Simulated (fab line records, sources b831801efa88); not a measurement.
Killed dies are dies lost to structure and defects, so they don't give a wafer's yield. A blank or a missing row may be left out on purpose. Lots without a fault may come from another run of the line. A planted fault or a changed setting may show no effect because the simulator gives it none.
fab line records | flow sky130
record lots=11 wafers=32 last_day=50
route steps=708 shown METAL2@487 CAPM@550 METAL3@569 VIA3@573
lots that met no fault: from a run of the same line without faults
start_h: hours from the record's first day to the start of the lot's first wafer shown | wait_h: hours since the lot's step before | " the same as in the row above | L1.1+2: a row that stands for several wafers | - no value, or no start given | * or withheld: withheld | < > ~ a bound
route shown NAME@n: a module of which the file shows steps, and the number in the route of the first | usual: mean/standard deviation of fault-free wafers | same: alike in all rows | chamber/n: place in a boat | sites: the reading at each site | _std_site: their standard deviation | _edge_site: outer sites' mean less inner sites' | radius_mm: how far each site lies from the wafer's centre | mask NAME#n: copy n | behind: the tool/chamber that last shaped the wafer | hold: why the lot was held/for how many hours/how that ended | device: the transistor (n, p or np) that didn't switch | end of line: the same wafers' tests at the end of the route | a step without rows: its recipe alone | killed: dies lost to structure and defects at the first sort, not the wafer's yield | map: a wafer's dies, x killed, . not, _ none there
set.NAME: the setting as run; set.NAME@STEP: as run at that earlier step | model.NAME: the simulator's own value behind a step, which no gauge read
steps of the route over a sample of lots; a table a step, a row a wafer
services: from which hour (start_h, from the record's first day; less than 0 if before it) a tool's chamber was out of use, for how many hours, and why
## steps
# step SKY_METAL2_SPUTTER_04
# recipe material=TiN target_thk_nm=70 power_w=6500 time_s=58.3 chamber_pressure_pa=0.4
# usual throttle_valve_pct=30.0/1.2
# columns lot.wafer tool chamber start_h wait_h throttle_valve_pct
L324.1 pvd_sputter-04 - 784.14 0.0 30.3
L324.2 " - " " 32.5
L324.3 " - " " 31.2
L328.2 pvd_sputter-03 - 836.17 0.0 29.5
L328.4 " - " " 29.5
L328.6 " - " " 30.7
L326.2 pvd_sputter-03 - 836.87 0.0 29.2
L326.3 " - " " 29.1
L326.5 " - " " 29.6
L329.2 pvd_sputter-02 - 836.93 0.0 29.3
L329.3 " - " " 29.6
L329.4 " - " " 29.3
L330.1 pvd_sputter-02 - 841.86 0.0 28.6
L330.2 " - " " 29.4
L330.4 " - " " 29.2
L331.1 pvd_sputter-02 - 847.73 0.0 28.6
L331.4 " - " " 31.3
L331.5 " - " " 29.0
L332.1 pvd_sputter-04 - 848.55 0.0 28.4
L332.5 " - " " 30.0
L332.6 " - " " 31.2
L338.4 pvd_sputter-04 - 900.70 0.0 30.2
L338.6 " - " " 30.5
L345.2 pvd_sputter-02 - 946.28 0.0 31.2
L345.5 " - " " 29.5
L345.6 " - " " 28.8
L344.3 pvd_sputter-02 - 947.31 0.0 29.9
L344.5 " - " " 29.2
L344.6 " - " " 29.3
L347.2 pvd_sputter-02 - 957.30 0.0 28.9
L347.3 " - " " 31.1
L347.5 " - " " 31.6
# step SKY_CAPM_METAL_ETCH_13
# recipe target_depth_nm=220 stop_on=SiO2 chemistry=Cl2/BCl3 target=TiN pressure_mtorr=10 icp_w=900 bias_w=48.5 Cl2_flow_sccm=60 bcl3_flow_sccm=30 time_s=62.9
# usual chamber_pressure_mTorr=10.000/0.0083 drypump_motor_current_A=5.7/0.51 oes_product_au=0.943/0.0073 throttle_valve_pct=21.901/0.01
# columns lot.wafer tool chamber start_h wait_h chamber_pressure_mTorr drypump_motor_current_A oes_product_au rf_hours_counter_h throttle_valve_pct
L324.1 rie_metal-03 1 866.36 0.0 10.004 6.2 0.946 13 21.887
L324.2 " 0 " " 10.008 6.1 0.948 6 21.910
L324.3 " 1 " " 9.994 6.2 0.944 - 21.906
L328.2 rie_metal-04 1 916.74 0.0 10.003 5.3 0.933 11 21.909
L328.4 " 1 " " 9.998 5.4 0.946 - 21.901
L328.6 " 0 " " 9.999 4.9 0.944 - 21.888
L326.2 rie_metal-02 1 917.04 0.0 10.000 6.2 0.948 4 21.902
L326.3 " 1 " " 10.002 6.2 0.945 - 21.906
L326.5 " 1 " " 10.000 6.2 0.948 - 21.902
L329.2 rie_metal-04 1 917.72 0.0 10.004 5.3 0.941 - 21.925
L329.3 " 1 " " 9.995 5.3 0.933 - 21.907
L329.4 " 1 " " 10.001 5.3 0.937 - 21.902
L330.1 rie_metal-02 0 921.24 0.0 9.995 5.7 0.949 6 21.905
L330.2 " 1 " " 9.991 6.2 0.946 4 21.882
L330.4 " 1 " " 10.007 6.2 0.947 - 21.886
L331.1 rie_metal-02 0 927.19 0.0 10.015 5.7 0.941 7 21.896
L331.4 " 0 " " 10.013 5.7 0.948 - 21.898
L331.5 " 0 " " 9.999 5.8 0.952 - 21.912
L332.1 rie_metal-02 0 929.84 0.0 10.012 5.8 0.940 7 21.914
L332.5 " 1 " " 9.993 6.2 0.930 - 21.901
L332.6 " 0 " " 9.983 5.7 0.943 - 21.890
L338.4 rie_metal-03 1 975.67 0.0 9.987 6.1 0.941 - 21.919
L338.6 " 1 " " 10.011 6.1 0.939 - 21.904
L345.2 rie_metal-03 1 1019.82 0.0 10.013 6.2 0.944 - 21.895
L345.5 " 1 " " 9.998 6.1 0.948 - 21.901
L345.6 " 1 " " 9.990 6.1 0.936 - 21.918
L344.3 rie_metal-04 0 1021.89 0.0 9.998 4.9 0.936 - 21.897
L344.5 " 1 " " 10.001 5.4 0.943 - 21.898
L344.6 " 0 " " 10.001 4.9 0.947 - 21.896
L347.2 rie_metal-03 0 1029.24 0.0 10.014 6.1 0.946 - 21.913
L347.3 " 0 " " 10.011 6.1 0.936 - 21.896
L347.5 " 0 " " 10.007 6.1 0.934 - 21.898
# step SKY_METAL3_STRIP_19
# recipe chemistry=O2/N2 power_w=1400 pressure_mtorr=1500 platen_temp_c=withheld o2_flow_sccm=3000 n2_flow_sccm=300 overash_fraction=0.5
# usual chamber_pressure_mTorr=1500.0/1.3 drypump_motor_current_A=5.7/0.53 oes_product_au=0.505/0.006 strip_time_to_endpoint_s=6.58/0.09
# same overash_fraction=0.5
# columns lot.wafer tool chamber start_h wait_h chamber_pressure_mTorr drypump_motor_current_A oes_product_au rf_hours_counter_h strip_time_to_endpoint_s
L324.1 plasma_asher-04 0 893.51 0.1 1503.9 6.1 0.510 109 6.70
L324.2 " 1 " " 1499.3 5.2 0.517 109 6.76
L324.3 " 0 " " 1499.6 6.1 0.508 - 6.72
L328.2 plasma_asher-01 0 942.76 0.1 1497.4 5.3 0.508 19 6.68
L328.4 " 1 " " 1498.0 6.6 0.503 - 6.60
L328.6 " 1 " " 1499.1 6.6 0.505 - 6.64
L326.2 plasma_asher-02 1 943.11 0.1 1498.2 5.1 0.500 50 6.58
L326.3 " 0 " " 1499.7 6.1 0.510 - 6.50
L326.5 " 1 " " 1501.1 5.1 0.505 - 6.52
L329.2 plasma_asher-04 1 943.46 0.1 1501.6 5.2 0.503 114 6.56
L329.3 " 0 " " 1502.0 6.2 0.504 - 6.66
L329.4 " 1 " " 1500.1 5.2 0.505 - 6.57
L330.1 plasma_asher-02 0 946.56 0.1 1500.2 6.1 0.497 51 6.45
L330.2 " 1 " " 1499.4 5.1 0.500 51 6.54
L330.4 " 1 " " 1501.3 5.2 0.499 - 6.54
L331.1 plasma_asher-02 1 952.57 0.1 1500.7 5.2 0.490 51 6.55
L331.4 " 0 " " 1501.7 6.0 0.501 - 6.47
L331.5 " 1 " " 1501.6 5.2 0.494 - 6.45
L332.1 plasma_asher-01 0 955.51 0.1 1498.7 5.3 0.506 20 6.62
L332.5 " 1 " " 1502.0 6.6 0.499 - 6.56
L332.6 " 0 " " 1498.2 5.3 0.508 - 6.63
L338.4 plasma_asher-01 0 999.93 0.1 1499.4 5.3 0.497 - 6.60
L338.6 " 0 " " 1498.4 5.3 0.507 - 6.55
L345.2 plasma_asher-04 1 1043.34 0.2 1500.8 5.2 0.499 124 6.48
L345.5 " 1 " " 1501.6 5.2 0.501 - 6.46
L345.6 " 0 " " 1498.6 6.1 0.504 - 6.43
L344.3 plasma_asher-04 1 1045.66 0.1 1499.7 5.2 0.511 - 6.67
L344.5 " 1 " " 1500.9 5.2 0.504 - 6.62
L344.6 " 0 " " 1500.1 6.1 0.510 - 6.74
L347.2 plasma_asher-02 0 1052.16 0.1 1502.6 6.1 0.505 61 6.73
L347.3 " 0 " " 1497.7 6.1 0.506 - 6.69
L347.5 " 0 " " 1501.4 6.1 0.511 - 6.69
# step SKY_VIA3_HDPCVD_00
# recipe material=SiO2 target_thk_nm=1635 sigma_open_frac=0.3 time_s=272.5 temp_c=400 sih4_flow_sccm=60 pressure_mtorr=6
# usual run_length_s=300.3/0.66
# columns lot.wafer tool chamber start_h wait_h run_length_s
L324.1 hdpcvd-02 2 894.15 0.0 299.5
L324.2 " 0 " " 300.7
L324.3 " 1 " " 300.3
L328.2 hdpcvd-02 1 943.35 0.0 300.7
L328.4 " 2 " " 299.3
L328.6 " 0 " " 300.6
L326.2 hdpcvd-01 2 943.72 0.0 300.7
L326.3 " 0 " " 300.4
L326.5 " 0 " " 300.7
L329.2 hdpcvd-02 2 944.06 0.0 299.2
L329.3 " 0 " " 300.2
L329.4 " 2 " " 299.2
L330.1 hdpcvd-01 0 947.17 0.0 300.4
L330.2 " 1 " " 299.4
L330.4 " 2 " " 300.9
L331.1 hdpcvd-01 2 953.23 0.0 301.2
L331.4 " 0 " " 301.2
L331.5 " 2 " " 301.1
L332.1 hdpcvd-01 0 956.16 0.0 300.3
L332.5 " 0 " " 300.5
L332.6 " 2 " " 300.9
L338.4 hdpcvd-02 2 1000.64 0.1 299.3
L338.6 " 0 " " 314.0
L345.2 hdpcvd-01 2 1043.96 0.0 301.1
L345.5 " 2 " " 301.3
L345.6 " 0 " " 300.5
L344.3 hdpcvd-01 1 1046.25 0.0 299.1
L344.5 " 0 " " 300.6
L344.6 " 2 " " 301.1
L347.2 hdpcvd-01 1 1052.75 0.0 299.2
L347.3 " 0 " " 300.3
L347.5 " 1 " " 299.4
# step SKY_VIA3_THK_MEAS_01
# recipe reads=SiO2_of_VIA3_HDPCVD_00
# usual VIA3_HDPCVD_THK=1632/14
# columns lot.wafer tool chamber start_h wait_h hold VIA3_HDPCVD_THK[nm]
L324.1 film_metro-04 - 894.32 0.1 - 1608
L324.2 " - " " - 1608
L324.3 " - " " - 1608
L328.2 film_metro-03 - 943.53 0.1 - 1627
L328.4 " - " " - 1606
L328.6 " - " " - 1632
L326.2 film_metro-04 - 943.91 0.1 - 1630
L326.3 " - " " - 1638
L326.5 " - " " - 1617
L329.2 film_metro-02 - 944.24 0.1 - 1620
L329.3 " - " " - 1627
L329.4 " - " " - 1628
L330.1 film_metro-04 - 947.34 0.1 - 1632
L330.2 " - " " - 1645
L330.4 " - " " - 1628
L331.1 film_metro-03 - 953.40 0.1 - 1628
L331.4 " - " " - 1655
L331.5 " - " " - 1665
L332.1 film_metro-03 - 956.33 0.1 - 1629
L332.5 " - " " - 1643
L332.6 " - " " - 1645
L338.4 film_metro-03 - 1000.75 0.0 await_dispo/0.2h/release 1626
L338.6 " - " " await_dispo/0.2h/release 1709
L338.4 film_metro-03 - 1000.98 0.2 - 1624
L338.6 " - " " - 1710
L345.2 film_metro-04 - 1044.14 0.1 - 1635
L345.5 " - " " - 1623
L345.6 " - " " - 1629
L344.3 film_metro-02 - 1046.44 0.1 - 1636
L344.5 " - " " - 1635
L344.6 " - " " - 1640
L347.2 film_metro-04 - 1052.93 0.1 - 1618
L347.3 " - " " - 1640
L347.5 " - " " - 1639
## services
# columns tool chamber start_h hours kind
rie_metal-03 1 778.97 1.2 repair
plasma_asher-04 - 793.98 1.0 repair
pvd_sputter-02 - 802.27 2.4 repair
hdpcvd-02 0 810.66 4.4 repair
hdpcvd-02 - 829.89 6.0 pm
hdpcvd-02 - 841.77 0.6 repair
plasma_asher-04 - 846.12 0.6 repair
hdpcvd-01 - 847.54 1.4 repair
rie_metal-03 0 871.79 5.1 repair
pvd_sputter-02 - 874.80 1.0 repair
hdpcvd-02 1 885.35 4.3 repair
plasma_asher-02 - 895.01 2.8 pm
hdpcvd-02 2 900.31 5.7 repair
rie_metal-03 - 913.56 28.1 pm
plasma_asher-02 - 918.88 0.4 repair
hdpcvd-01 - 928.18 0.8 repair
plasma_asher-02 - 928.85 5.6 repair
pvd_sputter-02 - 951.32 1.3 repair
pvd_sputter-02 - 977.32 1.8 repair
plasma_asher-04 - 980.56 2.8 pm
pvd_sputter-02 - 984.78 7.2 repair
plasma_asher-02 - 987.78 3.6 repair
hdpcvd-01 - 993.75 14.6 pm
pvd_sputter-02 - 1045.52 4.3 repair
## key
first_sign step=SKY_VIA3_HDPCVD_00 reading=run_length_s direction=up sigmas=21 usual=* struck=*
effect step=SKY_VIA3_THK_MEAS_01 reading=visit direction=added
effect step=SKY_VIA3_THK_MEAS_01 reading=VIA3_HDPCVD_THK direction=up sigmas=5.6 usual=1632 struck=1709
met_at SKY_VIA3_HDPCVD_00
struck_lots L338
struck_wafers L338.6
not_acting_at SKY_METAL2_SPUTTER_04,SKY_CAPM_METAL_ETCH_13,SKY_METAL3_STRIP_19
onset_between 944.06 1000.64
fault kind=process_parameter_drift tool=hdpcvd-02 chamber=- onset_h=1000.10 steps=SKY_VIA3_HDPCVD_00 channel=time_s offset=* shape=step end_h=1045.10 scope=struck_wafers_only acts_in=* stated=*
